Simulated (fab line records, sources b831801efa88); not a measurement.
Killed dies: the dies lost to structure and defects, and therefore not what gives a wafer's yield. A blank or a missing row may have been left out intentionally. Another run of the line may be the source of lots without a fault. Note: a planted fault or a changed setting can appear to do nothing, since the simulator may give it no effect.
2 desks, one fault / flow gf180mcu / each desk holds nothing but its own numbers, with what lay behind them at the end

DESK OF THE TOOL OWNER: litho track-04
The tool's own readings at GF_V3_PEB_12 (peb time 90 s): means of the sampled wafers that have a number, for each lot that ran on this tool. The brackets show how far a lot's mean lies from the usual mean; more than 4 standard deviations puts the lot out of limits, marked OUT.
Columns: A = heater power total W at GF_V3_PEB_12, usual 85.70 W; B = plate temp C at GF_V3_PEB_12, usual 135.00 C
lot=L288; first seen here=day 24 03:37; A=85.67; B=134.96
lot=L290; first seen here=day 24 21:55; A=85.67; B=134.94
lot=L292; first seen here=day 25 15:37; A=85.71; B=134.90
lot=L297; first seen here=day 27 04:40; A=92.27 (+78) OUT; B=142.98 (+73) OUT
lot=L298; first seen here=day 27 13:32; A=92.32 (+79) OUT; B=142.97 (+72) OUT
lot=L299; first seen here=day 27 18:13; A=92.38 (+80) OUT; B=142.92 (+72) OUT
This desk's finding: out of limits on L297, L298, L299; first on L297, day 27 04:40 (heater power total W at GF_V3_PEB_12). In limits: L288, L290, L292.

THE METROLOGY DESK
Means of the sampled wafers that have a number, per lot and without regard to the tool the lot ran on: this is what the gauges read. The brackets show how far a lot's mean lies from the usual mean; more than 4 standard deviations puts the lot out of limits, marked OUT.
Columns: A = M3_ALCU_RS at GF_M3_RS_MEAS_05, usual 0.0695 ohm/sq; B = cd nm at GF_V3_CD_MEAS_14, usual 259.7 nm
lot=L284; first seen here=day 20 16:13; A=0.0699; B=261.0
lot=L286; first seen here=day 21 10:23; A=0.0693; B=257.9
lot=L288; first seen here=day 22 05:35; A=0.0695; B=261.4
lot=L290; first seen here=day 23 00:28; A=0.0696; B=260.5
lot=L291; first seen here=day 23 08:17; A=0.0688; B=261.8
lot=L292; first seen here=day 23 19:38; A=0.0698; B=260.0
lot=L297; first seen here=day 25 09:19; A=0.0700; B=275.0 (+11) OUT
lot=L298; first seen here=day 25 18:23; A=0.0697; B=274.0 (+10) OUT
lot=L299; first seen here=day 26 00:12; A=0.0696; B=274.1 (+10) OUT
lot=L305; first seen here=day 27 20:46; A=0.0703; B=259.4
lot=L306; first seen here=day 28 02:39; A=0.0698; B=258.9
This desk's finding: out of limits on L297, L298, L299; first on L297, day 27 05:01 (cd nm at GF_V3_CD_MEAS_14). In limits: L284, L286, L288, L290, L291, L292, L305, L306.

TAKEN TOGETHER
The tool owner's desk had the chance to raise an alarm at day 27 04:40 on L297, L298, L299.
At day 27 05:01 the metrology desk could have sounded an alarm, on L297, L298, L299.
All the named lots went through GF_V3_PEB_12 on litho track-04.

WHAT THE SIMULATOR HAD INSERTED
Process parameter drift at GF_V3_PEB_12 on litho track-04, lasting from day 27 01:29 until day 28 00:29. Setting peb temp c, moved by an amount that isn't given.
Struck lots among those shown: L297, L298, L299.
Delay (hours) between the fault's onset and each desk's first out-of-limits reading: 3 at the tool owner's desk, 4 at the metrology desk.
